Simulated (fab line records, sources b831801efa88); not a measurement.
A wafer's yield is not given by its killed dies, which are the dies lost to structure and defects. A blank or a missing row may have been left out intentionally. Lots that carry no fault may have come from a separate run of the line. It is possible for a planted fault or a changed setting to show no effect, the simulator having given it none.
Struck lot and sound lot, side by side || flow sky130 || 15 out of 708 route steps
Sound: these wafers, L415.1, L415.2, L415.3. Struck: wafer L420.3 (L420.4, L420.5, from the same lot, were not struck and are left out); the cause is given at the end.
Order at every step that has rows: each side's tool, ch and its chambers, its first start. Under that, the readings that differ: sound wafers || struck wafers || difference of the means || sigmas: that difference in standard deviations of wafers without a fault.
alike: same words and numbers on both sides, and readings whose means sit less than 2 such deviations apart. not compared: any withheld reading, any reading some wafer has no value for, any bound like >300 that may hide the same value, and any number with overlapping values for which the record gives no deviation.
A row with sigmas, a row that says differs or no value, or rows on one side alone: a step with any of these is where the two part. When numbers do not overlap yet have no deviation, they are printed without sigmas and do not part them. Lack of a reading on every wafer of one side parts them only where that side has two or more wafers.

first, 4 steps without rows for these wafers: SKY_LDD_P_SOFTBAKE_03 (time 60 s); SKY_LDD_P_EXPOSE_04 (exposes mask PSDM, target cd 380 nm); SKY_LDD_P_PEB_05; SKY_LDD_P_DEVELOP_06 (develop time 60 s).
SKY_LDD_P_CD_MEAS_07: target cd 380 nm.
  sound on cdSem-02, day 24 22:40; struck on cdSem-02, day 26 06:47
  alike: cdNm
SKY_LDD_P_OVL_MEAS_08:
  sound on overlay-02, day 24 22:47; struck on overlay-01, day 26 06:52
  alike: LDD_P_OVL
following that, these wafers have no rows for 1 step: SKY_LDD_P_IMPLANT_09.
SKY_LDD_P_STRIP_10: strips in O2/N2.
  sound on plasmaAsher-02 ch 0,1, day 24 22:58; struck on plasmaAsher-01 ch 0, day 26 07:05
  alike: drypumpMotorCurrentA, oesProductAu, stripTimeToEndpointS
  not compared: rfHoursCounterH
SKY_LDD_P_TW_MEAS_11:
  sound on filmMetro-02, day 24 23:04; struck on filmMetro-01, day 26 07:10
{"reading": "LDD_P_TW", "sound": "635 634 637", "struck": 644, "difference": "+9", "sigmas": "+2"}
then, 3 steps without rows for these wafers: SKY_LDD_HVN_DEHYDRATE_00 (time 60 s); SKY_LDD_HVN_HMDS_01 (prime time 60 s); SKY_LDD_HVN_COAT_02 (resist thk 300 nm).
SKY_LDD_HVN_SOFTBAKE_03: time 60 s.
  sound on lithoTrack-01 ch 0, day 25 14:26; struck on lithoTrack-04 ch 0, day 26 22:07
{"reading": "heaterPowerTotalW (W)", "sound": "56.65 56.64 56.62", "struck": 57.55, "difference": "+0.91", "sigmas": "+19"}
{"reading": "runLengthS (s)", "sound": "88.84 88.86 88.96", "struck": 86.51, "difference": -2.38, "sigmas": -13}
then, 1 step without rows for these wafers: SKY_LDD_HVN_EXPOSE_04 (exposes mask HVNTM, target cd 700 nm).
-- record jumps: 23 days separate the struck wafers' starts on either side; left off in module LDD_HVN, taken up again in module PAD_OPEN, whose first shown step is the route's number 708 --
SKY_PAD_OPEN_PROBE_99:
  sound on prober-02, day 49 19:13; struck on prober-01, day 50 09:28
{"reading": "killedShort", "sound": "44 44 32", "struck": 27, "difference": -13, "sigmas": -2}
  alike: killed_at_M0_to_M3, killed_at_M4_up, killedAtContacts, killedAtFrontEnd, killedAtOther, killedDies, killedOpen

== WHERE THEY PART ==
Last at SKY_PAD_OPEN_PROBE_99 as far as this record goes, first at SKY_LDD_P_TW_MEAS_11.

WHY: what the simulator had put in
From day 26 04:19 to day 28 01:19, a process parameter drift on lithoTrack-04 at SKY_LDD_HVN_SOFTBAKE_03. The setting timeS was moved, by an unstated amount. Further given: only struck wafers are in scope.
